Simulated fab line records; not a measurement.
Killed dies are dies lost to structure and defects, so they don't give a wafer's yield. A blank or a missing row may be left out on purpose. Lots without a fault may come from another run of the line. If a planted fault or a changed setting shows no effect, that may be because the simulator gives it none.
fab line records + flow gf180mcu
[record]
- lots = 14
- wafers = 42
- last_day = 34
route steps=602 shown M1@317 M2@372
lots untouched by any fault: they come from a run of this same line in which no faults occurred
start_h: start of the lot's first displayed wafer, in hours after the record's first day + wait_h: how many hours have passed since the lot's step before this one + " unchanged from the row above + L1.1+2: a row that stands for several wafers + - no value, or no start was given + * or withheld: withheld + < > ~ a bound
route shown NAME@n: a module of which the file shows steps, and the number in the route of the first + usual: the fault-free wafers' mean and standard deviation + same: alike in all rows + chamber/n: place in a boat + sites: per-site readings + _std_site: the values' standard deviation + _edge_site: mean of outer sites minus mean of inner sites + radius_mm: for every site, how far away it sits from the centre of the wafer + mask NAME#n: copy n + behind: the most recent tool/chamber to have shaped the wafer + hold: cause of the lot's hold/its duration in hours/its outcome + device: names the non-switching transistor (n, p or np) + end of line: tests run on the same wafers once the route is complete + where a step has no rows: the recipe by itself + killed: dies that structure and defects cost at the first sort, which is not the same as the wafer's yield + map: a wafer's dies, marking killed ones x, the rest . and places with no die _
set.NAME: the setting that was run; set.NAME@STEP: the one run at that earlier step + model.NAME: the simulator's own value behind a step, which no gauge read
a sample of lots followed through the steps of the route, with each step as a table and each wafer as a row
services: from which hour (start_h, from the record's first day; less than 0 if before it) a tool's chamber was out of use, for how many hours, and why
[[steps]]
[step GF_M1_SPUTTER_02]
[recipe]
- material = AlCu
- target_thk_nm = 450
- power_w = 10600
- time_s = 23.9
- chamber_pressure_pa = 0.4
[usual]
- throttle_valve_pct = 29.4/1.2
[same]
- time_s = 23.9
| lot.wafer | tool           | chamber | start_h | wait_h | throttle_valve_pct |
|-----------|----------------|---------|---------|--------|--------------------|
| L846.2    | pvd_sputter-02 | -       | 361.12  | 0.0    | 29.0               |
| L846.5    | "              | -       | "       | "      | 29.3               |
| L846.6    | "              | -       | "       | "      | 27.5               |
| L847.2    | pvd_sputter-02 | -       | 369.97  | 0.0    | 30.2               |
| L847.3    | "              | -       | "       | "      | 27.0               |
| L847.4    | "              | -       | "       | "      | 29.1               |
| L849.1    | pvd_sputter-02 | -       | 391.86  | 0.0    | 27.3               |
| L849.4    | "              | -       | "       | "      | 30.2               |
| L849.5    | "              | -       | "       | "      | 30.6               |
| L850.2    | pvd_sputter-04 | -       | 401.02  | 0.0    | 28.9               |
| L850.5    | "              | -       | "       | "      | 28.2               |
| L850.6    | "              | -       | "       | "      | 29.6               |
| L852.2    | pvd_sputter-02 | -       | 417.76  | 0.0    | 27.2               |
| L852.3    | "              | -       | "       | "      | 29.2               |
| L852.4    | "              | -       | "       | "      | 30.1               |
| L855.3    | pvd_sputter-02 | -       | 450.97  | 0.0    | 27.3               |
| L855.5    | "              | -       | "       | "      | 30.2               |
| L855.6    | "              | -       | "       | "      | 27.0               |
| L858.4    | pvd_sputter-04 | -       | 471.03  | 0.0    | 29.8               |
| L858.5    | "              | -       | "       | "      | 29.3               |
| L858.6    | "              | -       | "       | "      | 28.0               |
| L860.3    | pvd_sputter-04 | -       | 486.61  | 0.0    | 27.8               |
| L860.4    | "              | -       | "       | "      | 29.5               |
| L860.5    | "              | -       | "       | "      | 29.7               |
| L864.1    | pvd_sputter-02 | -       | 518.76  | 0.0    | 30.2               |
| L864.5    | "              | -       | "       | "      | 27.1               |
| L864.6    | "              | -       | "       | "      | 29.4               |
| L865.4    | pvd_sputter-04 | -       | 527.88  | 0.0    | 29.9               |
| L865.5    | "              | -       | "       | "      | 29.9               |
| L865.6    | "              | -       | "       | "      | 29.0               |
| L866.3    | pvd_sputter-01 | -       | 533.01  | 0.0    | 31.4               |
| L866.4    | "              | -       | "       | "      | 30.1               |
| L866.6    | "              | -       | "       | "      | 31.4               |
| L867.2    | pvd_sputter-02 | -       | 544.52  | 0.0    | 29.2               |
| L867.3    | "              | -       | "       | "      | 30.4               |
| L867.6    | "              | -       | "       | "      | 30.0               |
| L868.1    | pvd_sputter-02 | -       | 550.27  | 0.0    | 29.3               |
| L868.2    | "              | -       | "       | "      | 27.2               |
| L868.3    | "              | -       | "       | "      | 29.9               |
| L869.4    | pvd_sputter-02 | -       | 559.83  | 0.0    | 30.2               |
| L869.5    | "              | -       | "       | "      | 27.0               |
| L869.6    | "              | -       | "       | "      | 29.1               |
[step GF_M1_SPUTTER_04]
[recipe]
- material = TiN
- target_thk_nm = 50
- power_w = 6500
- time_s = 41.7
- chamber_pressure_pa = 0.4
[usual]
- throttle_valve_pct = 29.4/1.2
[same]
- time_s = 41.7
| lot.wafer | tool           | chamber | start_h | wait_h | throttle_valve_pct |
|-----------|----------------|---------|---------|--------|--------------------|
| L846.2    | pvd_sputter-02 | -       | 361.18  | 0.0    | 29.1               |
| L846.5    | "              | -       | "       | "      | 29.0               |
| L846.6    | "              | -       | "       | "      | 27.0               |
| L847.2    | pvd_sputter-02 | -       | 370.02  | 0.0    | 30.2               |
| L847.3    | "              | -       | "       | "      | 27.3               |
| L847.4    | "              | -       | "       | "      | 29.4               |
| L849.1    | pvd_sputter-02 | -       | 391.91  | 0.0    | 27.2               |
| L849.4    | "              | -       | "       | "      | 30.1               |
| L849.5    | "              | -       | "       | "      | 30.1               |
| L850.2    | pvd_sputter-04 | -       | 401.07  | 0.0    | 29.1               |
| L850.5    | "              | -       | "       | "      | 28.0               |
| L850.6    | "              | -       | "       | "      | 29.9               |
| L852.2    | pvd_sputter-02 | -       | 417.81  | 0.0    | 26.9               |
| L852.3    | "              | -       | "       | "      | 29.2               |
| L852.4    | "              | -       | "       | "      | 30.1               |
| L855.3    | pvd_sputter-02 | -       | 451.02  | 0.0    | 27.0               |
| L855.5    | "              | -       | "       | "      | 30.1               |
| L855.6    | "              | -       | "       | "      | 27.1               |
| L858.4    | pvd_sputter-04 | -       | 471.08  | 0.0    | 30.1               |
| L858.5    | "              | -       | "       | "      | 29.3               |
| L858.6    | "              | -       | "       | "      | 27.8               |
| L860.3    | pvd_sputter-04 | -       | 486.66  | 0.0    | 27.9               |
| L860.4    | "              | -       | "       | "      | 29.1               |
| L860.5    | "              | -       | "       | "      | 29.9               |
| L864.1    | pvd_sputter-02 | -       | 518.81  | 0.0    | 30.3               |
| L864.5    | "              | -       | "       | "      | 27.2               |
| L864.6    | "              | -       | "       | "      | 29.4               |
| L865.4    | pvd_sputter-04 | -       | 527.93  | 0.0    | 29.9               |
| L865.5    | "              | -       | "       | "      | 29.8               |
| L865.6    | "              | -       | "       | "      | 28.9               |
| L866.3    | pvd_sputter-01 | -       | 533.06  | 0.0    | 31.8               |
| L866.4    | "              | -       | "       | "      | 29.7               |
| L866.6    | "              | -       | "       | "      | 31.5               |
| L867.2    | pvd_sputter-02 | -       | 544.57  | 0.0    | 29.1               |
| L867.3    | "              | -       | "       | "      | 30.3               |
| L867.6    | "              | -       | "       | "      | 30.2               |
| L868.1    | pvd_sputter-02 | -       | 550.32  | 0.0    | 29.5               |
| L868.2    | "              | -       | "       | "      | 27.2               |
| L868.3    | "              | -       | "       | "      | 30.2               |
| L869.4    | pvd_sputter-02 | -       | 559.89  | 0.0    | 30.0               |
| L869.5    | "              | -       | "       | "      | 27.3               |
| L869.6    | "              | -       | "       | "      | 29.0               |
[step GF_M1_OVL_MEAS_15]
[usual]
- M1_OVL = 4/4.4
| lot.wafer | tool       | chamber | start_h | wait_h | M1_OVL[nm] |
|-----------|------------|---------|---------|--------|------------|
| L846.2    | overlay-02 | -       | 383.21  | 0.1    | 7          |
| L846.5    | "          | -       | "       | "      | 5          |
| L846.6    | "          | -       | "       | "      | 9          |
| L847.2    | overlay-01 | -       | 393.16  | 0.1    | 4          |
| L847.3    | "          | -       | "       | "      | 1          |
| L847.4    | "          | -       | "       | "      | -1         |
| L849.1    | overlay-01 | -       | 415.51  | 0.1    | 4          |
| L849.4    | "          | -       | "       | "      | -1         |
| L849.5    | "          | -       | "       | "      | 14         |
| L850.2    | overlay-01 | -       | 425.21  | 0.1    | 7          |
| L850.5    | "          | -       | "       | "      | 4          |
| L850.6    | "          | -       | "       | "      | 1          |
| L852.2    | overlay-01 | -       | 442.46  | 0.1    | 2          |
| L852.3    | "          | -       | "       | "      | 2          |
| L852.4    | "          | -       | "       | "      | 0          |
| L855.3    | overlay-02 | -       | 475.37  | 0.1    | 0          |
| L855.5    | "          | -       | "       | "      | 0          |
| L855.6    | "          | -       | "       | "      | -3         |
| L858.4    | overlay-02 | -       | 495.25  | 0.1    | 1          |
| L858.5    | "          | -       | "       | "      | 1          |
| L858.6    | "          | -       | "       | "      | 3          |
| L860.3    | overlay-02 | -       | 510.59  | 0.1    | 3          |
| L860.4    | "          | -       | "       | "      | 5          |
| L860.5    | "          | -       | "       | "      | 6          |
| L864.1    | overlay-02 | -       | 542.25  | 0.1    | -1         |
| L864.5    | "          | -       | "       | "      | 3          |
| L864.6    | "          | -       | "       | "      | 5          |
| L865.4    | overlay-01 | -       | 550.57  | 0.1    | 9          |
| L865.5    | "          | -       | "       | "      | 4          |
| L865.6    | "          | -       | "       | "      | 10         |
| L866.3    | overlay-02 | -       | 556.12  | 0.1    | 4          |
| L866.4    | "          | -       | "       | "      | 0          |
| L866.6    | "          | -       | "       | "      | 8          |
| L867.2    | overlay-01 | -       | 567.09  | 0.1    | 0          |
| L867.3    | "          | -       | "       | "      | -5         |
| L867.6    | "          | -       | "       | "      | 2          |
| L868.1    | overlay-02 | -       | 572.58  | 0.1    | 1          |
| L868.2    | "          | -       | "       | "      | -2         |
| L868.3    | "          | -       | "       | "      | 0          |
| L869.4    | overlay-01 | -       | 581.47  | 0.1    | 3          |
| L869.5    | "          | -       | "       | "      | 2          |
| L869.6    | "          | -       | "       | "      | 3          |
[step GF_M2_SOFTBAKE_10]
[recipe]
- temp_c = 130
- time_s = 60
- resist = KrF
[usual]
- run_length_s = 89.15/0.11
| lot.wafer | tool           | chamber | start_h | wait_h | run_length_s |
|-----------|----------------|---------|---------|--------|--------------|
| L846.2    | litho_track-01 | 0       | 421.79  | 0.1    | 89.05        |
| L846.5    | "              | 0       | "       | "      | 89.22        |
| L846.6    | "              | 0       | "       | "      | 89.08        |
| L847.2    | litho_track-03 | 0       | 431.11  | 0.1    | 89.24        |
| L847.3    | "              | 0       | "       | "      | 89.08        |
| L847.4    | "              | 0       | "       | "      | 88.99        |
| L849.1    | litho_track-01 | 0       | 454.06  | 0.1    | 89.24        |
| L849.4    | "              | 0       | "       | "      | 89.40        |
| L849.5    | "              | 0       | "       | "      | 89.37        |
| L850.2    | litho_track-01 | 0       | 464.69  | 0.1    | 89.01        |
| L850.5    | "              | 0       | "       | "      | 89.00        |
| L850.6    | "              | 0       | "       | "      | 89.25        |
| L852.2    | litho_track-02 | 0       | 481.16  | 0.1    | 89.45        |
| L852.3    | "              | 0       | "       | "      | 89.02        |
| L852.4    | "              | 0       | "       | "      | 89.30        |
| L855.3    | litho_track-03 | 0       | 514.03  | 0.1    | 92.67        |
| L855.5    | "              | 0       | "       | "      | 92.54        |
| L855.6    | "              | 0       | "       | "      | 92.72        |
| L858.4    | litho_track-03 | 0       | 533.86  | 0.1    | 92.63        |
| L858.5    | "              | 0       | "       | "      | 92.68        |
| L858.6    | "              | 0       | "       | "      | 92.56        |
| L860.3    | litho_track-02 | 0       | 548.13  | 0.1    | 89.18        |
| L860.4    | "              | 0       | "       | "      | 89.02        |
| L860.5    | "              | 0       | "       | "      | 89.25        |
| L864.1    | litho_track-01 | 0       | 577.41  | 0.1    | 89.11        |
| L864.5    | "              | 0       | "       | "      | 89.34        |
| L864.6    | "              | 0       | "       | "      | 89.16        |
| L865.4    | litho_track-02 | 0       | 586.01  | 0.1    | 89.22        |
| L865.5    | "              | 0       | "       | "      | 89.06        |
| L865.6    | "              | 0       | "       | "      | 89.15        |
| L866.3    | litho_track-01 | 0       | 591.66  | 0.1    | 89.04        |
| L866.4    | "              | 0       | "       | "      | 89.09        |
| L866.6    | "              | 0       | "       | "      | 89.35        |
| L867.2    | litho_track-02 | 0       | 602.56  | 0.1    | 89.12        |
| L867.3    | "              | 0       | "       | "      | 89.19        |
| L867.6    | "              | 0       | "       | "      | 89.15        |
| L868.1    | litho_track-03 | 0       | 607.33  | 0.1    | 89.20        |
| L868.2    | "              | 0       | "       | "      | 89.16        |
| L868.3    | "              | 0       | "       | "      | 89.22        |
| L869.4    | litho_track-03 | 0       | 615.66  | 0.1    | 89.25        |
| L869.5    | "              | 0       | "       | "      | 89.45        |
| L869.6    | "              | 0       | "       | "      | 89.01        |
[[services]]
| tool           | chamber | start_h | hours | kind                      |
|----------------|---------|---------|-------|---------------------------|
| pvd_sputter-04 | -       | 355.04  | 30.5  | repair                    |
| pvd_sputter-02 | -       | 394.15  | 5.1   | repair                    |
| pvd_sputter-02 | -       | 431.42  | 1.4   | repair                    |
| litho_track-01 | -       | 433.01  | -     | consumable_replace:filter |
| pvd_sputter-04 | -       | 437.01  | 2.5   | repair                    |
| pvd_sputter-02 | -       | 437.82  | 2.0   | repair                    |
| pvd_sputter-01 | -       | 508.94  | 3.4   | repair                    |
| pvd_sputter-01 | -       | 601.01  | 10.2  | repair                    |
[[key]]
[first_sign]
- step = GF_M2_SOFTBAKE_10
- reading = run_length_s
- direction = up
- sigmas = 33
- usual = *
- struck = *
effect none on later readings
met_at GF_M2_SOFTBAKE_10
struck_lots L855,L858
not_acting_at GF_M1_SPUTTER_02,GF_M1_SPUTTER_04,GF_M1_OVL_MEAS_15
onset_between 431.11 514.03
[fault]
- kind = process_parameter_drift
- tool = litho_track-03
- chamber = -
- onset_h = 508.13
- steps = GF_M2_SOFTBAKE_10
- channel = time_s
- offset = *
- shape = step
- end_h = 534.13
- acts_in = *
- stated = *
